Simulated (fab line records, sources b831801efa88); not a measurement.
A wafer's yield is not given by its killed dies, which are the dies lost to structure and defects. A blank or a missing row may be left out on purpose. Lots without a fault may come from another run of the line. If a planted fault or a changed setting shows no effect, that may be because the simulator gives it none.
Which tool is to blame? || flow gf180mcu || 12 lots, 36 wafers sampled, at 5 steps of a route of 602

WHAT EACH GAUGE READ, for each wafer
GF_POLY_GATE_CD_MEAS_18.
{"lot": "L237", "measured": "day 9 15:52", "on": "cd_sem-01", "cd_nm (nm)": "278.8 275.2 279.3"}
{"lot": "L238", "measured": "day 9 23:05", "on": "cd_sem-02", "cd_nm (nm)": "277.5 278.9 279.1"}
{"lot": "L239", "measured": "day 10 03:35", "on": "cd_sem-01", "cd_nm (nm)": "280.2 278.3 276.8"}
{"lot": "L240", "measured": "day 10 14:19", "on": "cd_sem-01", "cd_nm (nm)": "278.6 276.5 278.4"}
{"lot": "L242", "measured": "day 11 02:04", "on": "cd_sem-02", "cd_nm (nm)": "277.3 278.4 279.3"}
{"lot": "L244", "measured": "day 11 15:00", "on": "cd_sem-02", "cd_nm (nm)": "277.7 279.3 280.0"}
{"lot": "L245", "measured": "day 12 00:01", "on": "cd_sem-01", "cd_nm (nm)": "277.4 278.9 278.2"}
{"lot": "L248", "measured": "day 12 21:18", "on": "cd_sem-02", "cd_nm (nm)": "279.1 280.1 280.5"}
{"lot": "L250", "measured": "day 13 10:11", "on": "cd_sem-02", "cd_nm (nm)": "280.2 280.1 282.3"}
{"lot": "L254", "measured": "day 14 17:09", "on": "cd_sem-01", "cd_nm (nm)": "281.6 280.0 280.4"}
{"lot": "L258", "measured": "day 15 18:19", "on": "cd_sem-02", "cd_nm (nm)": "281.0 282.1 280.1"}
{"lot": "L259", "measured": "day 16 03:58", "on": "cd_sem-02", "cd_nm (nm)": "279.0 279.3 278.6"}

GF_HV_LDD_TW_MEAS_38.
{"lot": "L237", "measured": "day 11 23:37", "on": "film_metro-03", "HV_LDD_3_TW": "1433 1432 1440"}
{"lot": "L238", "measured": "day 12 09:15", "on": "film_metro-01", "HV_LDD_3_TW": "1428 1424 1424"}
{"lot": "L239", "measured": "day 12 13:19", "on": "film_metro-04", "HV_LDD_3_TW": "1438 1430 1438"}
{"lot": "L240", "measured": "day 13 01:34", "on": "film_metro-04", "HV_LDD_3_TW": "1428 1441 1437"}
{"lot": "L242", "measured": "day 13 14:07", "on": "film_metro-03", "HV_LDD_3_TW": "1437 1446 1441"}
{"lot": "L244", "measured": "day 14 03:17", "on": "film_metro-01", "HV_LDD_3_TW": "1429 1417 1430"}
{"lot": "L245", "measured": "day 14 13:33", "on": "film_metro-04", "HV_LDD_3_TW": "1425 1424 1429"}
{"lot": "L248", "measured": "day 15 12:25", "on": "film_metro-04", "HV_LDD_3_TW": "1534 1552 1543"}
{"lot": "L250", "measured": "day 16 10:43", "on": "film_metro-01", "HV_LDD_3_TW": "1428 1423 1415"}
{"lot": "L254", "measured": "day 17 14:08", "on": "film_metro-03", "HV_LDD_3_TW": "1532 1534 1538"}
{"lot": "L258", "measured": "day 18 15:02", "on": "film_metro-01", "HV_LDD_3_TW": "1428 1434 1426"}
{"lot": "L259", "measured": "day 19 03:20", "on": "film_metro-04", "HV_LDD_3_TW": "1435 1448 1436"}

GF_HV_LDD_RS_MEAS_53: measures by four-point-probe.
{"lot": "L237", "measured": "day 12 19:07", "on": "film_metro-01", "HV_LDD_RS (ohm/sq)": "418.3 418.1 418.7"}
{"lot": "L238", "measured": "day 13 05:17", "on": "film_metro-04", "HV_LDD_RS (ohm/sq)": "417.7 417.8 417.4"}
{"lot": "L239", "measured": "day 13 09:14", "on": "film_metro-03", "HV_LDD_RS (ohm/sq)": "418.1 416.3 418.2"}
{"lot": "L240", "measured": "day 13 21:43", "on": "film_metro-04", "HV_LDD_RS (ohm/sq)": "419.7 419.2 420.3"}
{"lot": "L242", "measured": "day 14 11:13", "on": "film_metro-04", "HV_LDD_RS (ohm/sq)": "419.6 419.1 418.4"}
{"lot": "L244", "measured": "day 15 00:29", "on": "film_metro-03", "HV_LDD_RS (ohm/sq)": "419.1 418.1 417.5"}
{"lot": "L245", "measured": "day 15 11:32", "on": "film_metro-03", "HV_LDD_RS (ohm/sq)": "419.5 419.6 418.4"}
{"lot": "L248", "measured": "day 16 10:40", "on": "film_metro-03", "HV_LDD_RS (ohm/sq)": "399.8 400.2 399.7"}
{"lot": "L250", "measured": "day 17 10:19", "on": "film_metro-04", "HV_LDD_RS (ohm/sq)": "419.3 418.3 419.5"}
{"lot": "L254", "measured": "day 18 13:31", "on": "film_metro-04", "HV_LDD_RS (ohm/sq)": "400.8 400.2 400.2"}
{"lot": "L258", "measured": "day 19 15:34", "on": "film_metro-04", "HV_LDD_RS (ohm/sq)": "418.3 417.8 418.1"}
{"lot": "L259", "measured": "day 20 03:25", "on": "film_metro-04", "HV_LDD_RS (ohm/sq)": "416.9 417.6 417.0"}

EACH LOT AND THE TOOL THAT RAN IT (in order: tool; ch and the chambers of the sampled wafers; start)
{"lot": "L237", "GF_POLY_GATE_ETCH_12": "rie_diel-04 ch 0,1,2, day 9 13:05", "GF_HV_LDD_IMPLANT_34": "implanter-01 ch 0, day 11 23:05"}
{"lot": "L238", "GF_POLY_GATE_ETCH_12": "rie_diel-01 ch 0,2, day 9 21:26", "GF_HV_LDD_IMPLANT_34": "implanter-04 ch 0, day 12 08:43"}
{"lot": "L239", "GF_POLY_GATE_ETCH_12": "rie_diel-04 ch 0,3, day 10 01:59", "GF_HV_LDD_IMPLANT_34": "implanter-01 ch 0, day 12 12:46"}
{"lot": "L240", "GF_POLY_GATE_ETCH_12": "rie_diel-01 ch 0,1,2, day 10 12:42", "GF_HV_LDD_IMPLANT_34": "implanter-04 ch 0, day 13 01:02"}
{"lot": "L242", "GF_POLY_GATE_ETCH_12": "rie_diel-01 ch 0,1,3, day 10 23:11", "GF_HV_LDD_IMPLANT_34": "implanter-01 ch 0, day 13 13:36"}
{"lot": "L244", "GF_POLY_GATE_ETCH_12": "rie_diel-01 ch 0,2,3, day 11 12:41", "GF_HV_LDD_IMPLANT_34": "implanter-02 ch 0, day 14 02:44"}
{"lot": "L245", "GF_POLY_GATE_ETCH_12": "rie_diel-04 ch 0,3, day 11 22:21", "GF_HV_LDD_IMPLANT_34": "implanter-02 ch 0, day 14 13:01"}
{"lot": "L248", "GF_POLY_GATE_ETCH_12": "rie_diel-04 ch 2,3, day 12 19:41", "GF_HV_LDD_IMPLANT_34": "implanter-01 ch 0, day 15 11:33"}
{"lot": "L250", "GF_POLY_GATE_ETCH_12": "rie_diel-04 ch 1,2,3, day 13 06:29", "GF_HV_LDD_IMPLANT_34": "implanter-01 ch 0, day 16 03:00"}
{"lot": "L254", "GF_POLY_GATE_ETCH_12": "rie_diel-04 ch 0,1,3, day 14 14:27", "GF_HV_LDD_IMPLANT_34": "implanter-04 ch 0, day 17 13:08"}
{"lot": "L258", "GF_POLY_GATE_ETCH_12": "rie_diel-02 ch 0,1,3, day 15 16:45", "GF_HV_LDD_IMPLANT_34": "implanter-04 ch 0, day 18 14:29"}
{"lot": "L259", "GF_POLY_GATE_ETCH_12": "rie_diel-01 ch 0,1,2, day 16 02:24", "GF_HV_LDD_IMPLANT_34": "implanter-01 ch 0, day 19 02:47"}
- GF_POLY_GATE_ETCH_12: etches BARC in N2/H2.
- GF_HV_LDD_IMPLANT_34

WHAT THE TOOLS THEMSELVES READ (means of the sampled wafers that have a number; where no wafer has one, the mark that the record gives instead)
GF_POLY_GATE_ETCH_12.
{"lot": "L237", "tool": "rie_diel-04", "drypump_motor_current_A (A)": 5.7, "oes_product_au (a.u.)": 0.737, "throttle_valve_pct (%)": 13.211}
{"lot": "L238", "tool": "rie_diel-01", "drypump_motor_current_A (A)": 5.5, "oes_product_au (a.u.)": 0.741, "throttle_valve_pct (%)": 13.214}
{"lot": "L239", "tool": "rie_diel-04", "drypump_motor_current_A (A)": 5.2, "oes_product_au (a.u.)": 0.732, "throttle_valve_pct (%)": 13.221}
{"lot": "L240", "tool": "rie_diel-01", "drypump_motor_current_A (A)": 5.3, "oes_product_au (a.u.)": 0.738, "throttle_valve_pct (%)": 13.219}
{"lot": "L242", "tool": "rie_diel-01", "drypump_motor_current_A (A)": 5.4, "oes_product_au (a.u.)": 0.732, "throttle_valve_pct (%)": 13.212}
{"lot": "L244", "tool": "rie_diel-01", "drypump_motor_current_A (A)": 5.7, "oes_product_au (a.u.)": 0.741, "throttle_valve_pct (%)": 13.216}
{"lot": "L245", "tool": "rie_diel-04", "drypump_motor_current_A (A)": 5.2, "oes_product_au (a.u.)": 0.738, "throttle_valve_pct (%)": 13.218}
{"lot": "L248", "tool": "rie_diel-04", "drypump_motor_current_A (A)": 5.6, "oes_product_au (a.u.)": 0.735, "throttle_valve_pct (%)": 13.228}
{"lot": "L250", "tool": "rie_diel-04", "drypump_motor_current_A (A)": 5.8, "oes_product_au (a.u.)": 0.736, "throttle_valve_pct (%)": 13.215}
{"lot": "L254", "tool": "rie_diel-04", "drypump_motor_current_A (A)": 5.5, "oes_product_au (a.u.)": 0.735, "throttle_valve_pct (%)": 13.217}
{"lot": "L258", "tool": "rie_diel-02", "drypump_motor_current_A (A)": 5.8, "oes_product_au (a.u.)": 0.733, "throttle_valve_pct (%)": 13.202}
{"lot": "L259", "tool": "rie_diel-01", "drypump_motor_current_A (A)": 5.2, "oes_product_au (a.u.)": 0.736, "throttle_valve_pct (%)": 13.217}

THE ANSWER, worked out from the rows above alone
Rule: the usual values come from the lots themselves. Put in order of their means at a reading, lots are off if they are a third of the lots or fewer, leave a main group of 4 or more, and stand apart from it by a gap of 3 or more times the standard deviation of the main group's means; of several such gaps the widest counts. A main group whose means are all the same, to the digits that the tables above print for the reading, isn't used. Also off: a lot with no number at a reading for which 4 or more lots have one. Where the step has rows for the other lots, those lots are counted as sound. After the gauges, taken in route order, come the tools' own readings; for these a lot's mean is taken, as printed above. The first step at which some lot is off is used, and at that step the reading that is off furthest; a lot without a number counts as furthest.
Off: L248, L254, seen at GF_HV_LDD_TW_MEAS_38 (HV_LDD_3_TW). The main group has a mean of 1431 with a standard deviation of 6.4.
If a tool, at a process step before that reading, ran all the lots that are off and no sound lot after the first of them, it fits. Those tools and the gauges at GF_HV_LDD_TW_MEAS_38 are tried in the same way. No candidate that was tried fits.

WHAT THE SIMULATOR HAD PUT IN
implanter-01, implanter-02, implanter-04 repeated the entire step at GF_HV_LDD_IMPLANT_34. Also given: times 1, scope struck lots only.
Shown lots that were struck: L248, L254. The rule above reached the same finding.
